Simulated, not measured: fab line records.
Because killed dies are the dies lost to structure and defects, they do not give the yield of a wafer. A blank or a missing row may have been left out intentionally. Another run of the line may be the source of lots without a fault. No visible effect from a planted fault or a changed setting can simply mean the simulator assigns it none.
Which of the tools did it? + flow sky130 + 11 lots with 32 wafers sampled at 5 steps, on a route of 708 steps

== WHAT EACH GAUGE READ, for each wafer ==
SKY_GATE_OXIDE_THK_MEAS_02. Usual: for GATE_OXIDE_OXIDATION_00_THK the level is 10.36 nm and the standard deviation is 0.21.
| lot  | measured     | on            | GATE_OXIDE_OXIDATION_00_THK (nm) | flag |
|------|--------------|---------------|----------------------------------|------|
| L897 | day 12 20:13 | film_metro-02 | 10.52 10.39 10.58                |      |
| L898 | day 13 05:50 | film_metro-02 | 10.48 10.67 10.45                |      |
| L899 | day 13 05:50 | film_metro-03 | 10.65 10.79 10.61                |      |
| L900 | day 13 16:58 | film_metro-03 | 10.18 10.10 10.01                |      |
| L901 | day 14 01:11 | film_metro-02 | 10.48 10.45 10.20                |      |
| L902 | day 14 18:16 | film_metro-02 | 10.16 10.12 10.39                |      |
| L904 | day 15 01:02 | film_metro-02 | 10.02 10.10 9.85                 |      |
| L905 | day 15 08:38 | film_metro-01 | 10.65 10.47 10.45                |      |
| L909 | day 16 20:02 | film_metro-03 | 10.14 10.12 10.20                |      |
| L910 | day 17 01:39 | film_metro-01 | 10.71 10.73 10.41                |      |
| L915 | day 18 21:20 | film_metro-03 | 10.38 10.35                      |      |

SKY_LDD_P_OVL_MEAS_08. Usual: for LDD_P_OVL the level is 1.1 nm and the standard deviation is 1.3.
| lot  | measured     | on         | LDD_P_OVL (nm) | flag |
|------|--------------|------------|----------------|------|
| L897 | day 18 23:05 | overlay-02 | 2.1 1.6 1.6    |      |
| L898 | day 19 11:14 | overlay-01 | 0.6 -0.2 0.5   |      |
| L899 | day 19 11:40 | overlay-01 | 0.0 1.0 -0.2   |      |
| L900 | day 20 04:27 | overlay-02 | 1.3 0.5 1.6    |      |
| L901 | day 20 10:22 | overlay-01 | 1.1 -0.2 0.1   |      |
| L902 | day 21 07:56 | overlay-02 | 2.0 0.0 1.3    |      |
| L904 | day 21 15:59 | overlay-02 | 2.1 0.7 1.6    |      |
| L905 | day 21 23:27 | overlay-01 | 0.6 0.9 1.8    |      |
| L909 | day 23 10:58 | overlay-01 | -1.1 -1.7 0.5  |      |
| L910 | day 23 23:15 | overlay-01 | -0.9 0.8 0.2   |      |
| L915 | day 25 14:02 | overlay-02 | 0.2 -0.2       |      |

SKY_VIA1_CD_MEAS_12: target cd 150 nm. Usual: cd_nm 150.5 nm, standard deviation 1.8.
| lot  | measured     | on        | cd_nm (nm)        | flag |
|------|--------------|-----------|-------------------|------|
| L897 | day 33 21:14 | cd_sem-01 | 152.8 151.8 153.7 |      |
| L898 | day 34 13:00 | cd_sem-01 | 148.8 148.4 147.7 |      |
| L899 | day 34 11:09 | cd_sem-02 | 148.6 149.2 147.4 |      |
| L900 | day 34 23:49 | cd_sem-02 | 150.4 148.3 149.5 |      |
| L901 | day 35 03:09 | cd_sem-02 | 150.3 151.9 152.1 |      |
| L902 | day 35 22:31 | cd_sem-02 | 150.9 151.9 151.1 |      |
| L904 | day 36 08:16 | cd_sem-01 | 147.5 147.5 151.0 |      |
| L905 | day 36 19:29 | cd_sem-01 | 150.1 149.7 149.2 |      |
| L909 | day 37 17:03 | cd_sem-02 | 150.7 149.9 149.7 |      |
| L910 | day 38 04:35 | cd_sem-01 | 151.1 151.4 151.8 |      |
| L915 | day 39 14:27 | cd_sem-02 | 149.6 78.6        | OFF  |

== EACH LOT AND THE TOOL THAT RAN IT (in order: tool; ch and the chambers of the sampled wafers; start) ==
| lot  | SKY_SONOS_ONO_STRIP_17               | SKY_VIA1_EXPOSE_09                |
|------|--------------------------------------|-----------------------------------|
| L897 | plasma_asher-04 ch 0,1, day 12 15:10 | krf_scanner-02 ch 0, day 33 08:32 |
| L898 | plasma_asher-04 ch 0,1, day 12 21:53 | krf_scanner-01 ch 0, day 33 23:39 |
| L899 | plasma_asher-04 ch 0,1, day 13 03:34 | krf_scanner-01 ch 0, day 33 22:04 |
| L900 | plasma_asher-03 ch 1, day 13 15:22   | krf_scanner-01 ch 0, day 34 10:48 |
| L901 | plasma_asher-02 ch 0,1, day 13 23:11 | krf_scanner-02 ch 0, day 34 13:56 |
| L902 | plasma_asher-02 ch 0,1, day 14 16:38 | krf_scanner-01 ch 0, day 35 09:08 |
| L904 | plasma_asher-03 ch 0,1, day 14 22:22 | krf_scanner-01 ch 0, day 35 18:55 |
| L905 | plasma_asher-04 ch 0,1, day 15 05:07 | krf_scanner-01 ch 0, day 36 06:47 |
| L909 | plasma_asher-02 ch 0,1, day 16 16:08 | krf_scanner-02 ch 0, day 37 04:46 |
| L910 | plasma_asher-04 ch 0,1, day 16 22:19 | krf_scanner-01 ch 0, day 37 15:56 |
| L915 | plasma_asher-04 ch 0, day 18 17:08   | krf_scanner-02 ch 0, day 39 02:19 |
- SKY_SONOS_ONO_STRIP_17: strips in O2/N2.
- SKY_VIA1_EXPOSE_09: exposes mask VIM, target cd 150 nm.

== WHAT THE TOOLS THEMSELVES READ (means of the sampled wafers that have a number; where no wafer has one, the mark that the record gives instead) ==
SKY_SONOS_ONO_STRIP_17. Usual: drypump_motor_current_A 5.5 A, standard deviation 0.53; oes_product_au 0.710 a.u., standard deviation 0.0043; strip_time_to_endpoint_s 14.10 s, standard deviation 0.042.
| lot  | tool            | drypump_motor_current_A (A) | oes_product_au (a.u.) | strip_time_to_endpoint_s (s) | flag |
|------|-----------------|-----------------------------|-----------------------|------------------------------|------|
| L897 | plasma_asher-04 | 5.2                         | 0.713                 | 14.10                        |      |
| L898 | plasma_asher-04 | 5.2                         | 0.706                 | 14.14                        |      |
| L899 | plasma_asher-04 | 5.2                         | 0.708                 | 14.15                        |      |
| L900 | plasma_asher-03 | 5.9                         | 0.710                 | 14.10                        |      |
| L901 | plasma_asher-02 | 5.5                         | 0.707                 | 14.12                        |      |
| L902 | plasma_asher-02 | 5.5                         | 0.711                 | 14.01                        |      |
| L904 | plasma_asher-03 | 6.2                         | 0.711                 | 14.06                        |      |
| L905 | plasma_asher-04 | 5.1                         | 0.705                 | 14.11                        |      |
| L909 | plasma_asher-02 | 5.5                         | 0.709                 | 14.12                        |      |
| L910 | plasma_asher-04 | 5.1                         | 0.711                 | 14.07                        |      |
| L915 | plasma_asher-04 | 5.0                         | 0.708                 | 14.13                        |      |

SKY_VIA1_EXPOSE_09. Usual: exposure_dose_mJ_cm2 37.97, standard deviation 0.038.
| lot  | tool           | exposure_dose_mJ_cm2 | flag |
|------|----------------|----------------------|------|
| L897 | krf_scanner-02 | 37.93                |      |
| L898 | krf_scanner-01 | 37.92                |      |
| L899 | krf_scanner-01 | 38.00                |      |
| L900 | krf_scanner-01 | 37.98                |      |
| L901 | krf_scanner-02 | 37.97                |      |
| L902 | krf_scanner-01 | 37.96                |      |
| L904 | krf_scanner-01 | 38.00                |      |
| L905 | krf_scanner-01 | 38.00                |      |
| L909 | krf_scanner-02 | 37.94                |      |
| L910 | krf_scanner-01 | 37.98                |      |
| L915 | krf_scanner-02 | 38.00                |      |

== THE ANSWER, worked out from the rows above alone ==
Rule: take the mean of a lot's wafers that have a number; if it is more than 3 standard deviations from the usual mean, the lot is off. Also off: a lot with no number at a reading for which 4 or more lots have one. All remaining lots with rows at the step are treated as sound. Order of review: gauges by route order, followed by the tools' own readings, for which a lot's mean as printed above is used. The first step at which some lot is off is used, and at that step the reading that is off furthest; a lot without a number counts as furthest.
Off: L915, at SKY_VIA1_CD_MEAS_12 (cd_nm).
A tool fits if, at a process step before that reading, it ran every lot that is off, and no sound lot after the first of them. Gauges at SKY_VIA1_CD_MEAS_12: tried the same way as those tools. Can't be told from this: 3 tools fit, plasma_asher-04 at SKY_SONOS_ONO_STRIP_17, krf_scanner-02 at SKY_VIA1_EXPOSE_09, cd_sem-02 at SKY_VIA1_CD_MEAS_12.

== WHAT HAD BEEN PUT IN BY THE SIMULATOR ==
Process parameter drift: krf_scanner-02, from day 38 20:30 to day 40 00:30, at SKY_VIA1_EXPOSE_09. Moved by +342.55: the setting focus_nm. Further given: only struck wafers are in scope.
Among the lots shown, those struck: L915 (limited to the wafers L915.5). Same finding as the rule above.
